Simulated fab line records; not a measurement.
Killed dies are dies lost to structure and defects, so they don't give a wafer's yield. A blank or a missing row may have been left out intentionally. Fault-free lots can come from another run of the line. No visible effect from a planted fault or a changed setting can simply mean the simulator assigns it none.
Which tool was responsible? + flow sky130 + 39 wafers from 13 lots sampled at 2 of the route's 708 steps

WHAT EACH GAUGE READ, for each wafer
SKY_NWELL_THK_MEAS_02.
| lot  | measured    | on            | NWELL_OXIDATION_THK (nm) |
|------|-------------|---------------|--------------------------|
| L603 | day 2 14:03 | film_metro-04 | 9.91 9.76 10.02          |
| L605 | day 2 23:50 | film_metro-02 | 10.17 10.06 10.20        |
| L606 | day 3 02:30 | film_metro-04 | 10.20 10.04 10.19        |
| L607 | day 3 08:16 | film_metro-04 | 10.14 10.16 9.92         |
| L609 | day 3 20:23 | film_metro-03 | 10.30 10.01 10.13        |
| L611 | day 4 07:31 | film_metro-04 | 9.95 9.93 9.81           |
| L612 | day 4 11:52 | film_metro-04 | 9.53 9.59 9.61           |
| L613 | day 4 15:25 | film_metro-04 | 9.87 10.04 9.87          |
| L615 | day 5 03:11 | film_metro-02 | 10.24 10.17 10.20        |
| L618 | day 5 18:40 | film_metro-03 | 10.05 10.12 9.96         |
| L621 | day 6 09:05 | film_metro-02 | 10.35 10.16 10.27        |
| L625 | day 7 12:39 | film_metro-03 | 10.00 10.08 10.06        |
| L626 | day 7 12:38 | film_metro-04 | 10.23 10.14 10.27        |

EACH LOT AND THE TOOL THAT RAN IT (in order: tool; ch and the chambers of the sampled wafers; start)
| lot  | SKY_FIELD_ISO_WET_ETCH_30      |
|------|--------------------------------|
| L603 | wet_bench-04 ch 0, day 2 11:08 |
| L605 | wet_bench-03 ch 2, day 2 22:10 |
| L606 | wet_bench-04 ch 2, day 3 01:01 |
| L607 | wet_bench-02 ch 1, day 3 06:43 |
| L609 | wet_bench-03 ch 3, day 3 18:23 |
| L611 | wet_bench-04 ch 2, day 4 04:47 |
| L612 | wet_bench-04 ch 0, day 4 10:25 |
| L613 | wet_bench-02 ch 2, day 4 13:57 |
| L615 | wet_bench-04 ch 1, day 5 01:22 |
| L618 | wet_bench-04 ch 3, day 5 15:24 |
| L621 | wet_bench-02 ch 1, day 6 07:36 |
| L625 | wet_bench-02 ch 0, day 7 10:40 |
| L626 | wet_bench-02 ch 0, day 7 10:40 |
- SKY_FIELD_ISO_WET_ETCH_30: etches SiO2 in dHF, target depth 25 nm, time 50 s.

WHAT THE TOOLS THEMSELVES READ (means of the sampled wafers that have a number; where no wafer has one, the mark that the record gives instead)
SKY_FIELD_ISO_WET_ETCH_30.
| lot  | tool         | run_length_s (s) |
|------|--------------|------------------|
| L603 | wet_bench-04 | 75               |
| L605 | wet_bench-03 | 83               |
| L606 | wet_bench-04 | 85               |
| L607 | wet_bench-02 | 82               |
| L609 | wet_bench-03 | 76               |
| L611 | wet_bench-04 | 77               |
| L612 | wet_bench-04 | 75               |
| L613 | wet_bench-02 | 76               |
| L615 | wet_bench-04 | 77               |
| L618 | wet_bench-04 | 58               |
| L621 | wet_bench-02 | 76               |
| L625 | wet_bench-02 | 83               |
| L626 | wet_bench-02 | 83               |

THE ANSWER, worked out from the rows above alone
Rule: what is usual is taken from the lots themselves. The widest of any qualifying gaps counts: lots, ordered by their means at a reading, are off when they make up no more than a third of the lots, leave a main group of 4 or more, and stand apart from it by 3 or more times the standard deviation of that group's means. Not used: any main group whose means are identical at the precision the tables above print for the reading. Also off: a lot with no number at a reading for which 4 or more lots have one. Any other lot the step has rows for is counted as sound. After the gauges, taken in route order, come the tools' own readings; for these a lot's mean is taken, as printed above. At the first step where some lot is off, the reading lying furthest off is the one used; lots without a number count as furthest.
Off, at SKY_FIELD_ISO_WET_ETCH_30 on run_length_s: L618. The main group: mean 79 s, standard deviation 3.7.
A tool fits if, at that step or a process step before it, it ran every lot that is off, and no sound lot after the first of them. One candidate fits, namely wet_bench-04 at SKY_FIELD_ISO_WET_ETCH_30. Its last sound lot is L615 (day 5 01:22), its first lot that is off L618 (day 5 15:24): a fault that began between those two fits.
The tool's own readings at SKY_FIELD_ISO_WET_ETCH_30 bear it out: on the lots that are off they differ by more than 5 times the standard deviation of the sound lots' means. run_length_s reads 58 s there against 79 s on the sound lots.

WHAT THE SIMULATOR PUT IN
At SKY_FIELD_ISO_WET_ETCH_30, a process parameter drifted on wet_bench-04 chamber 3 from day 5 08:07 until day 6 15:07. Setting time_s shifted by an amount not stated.
Struck lots among those shown: L618. The rule above found the same.
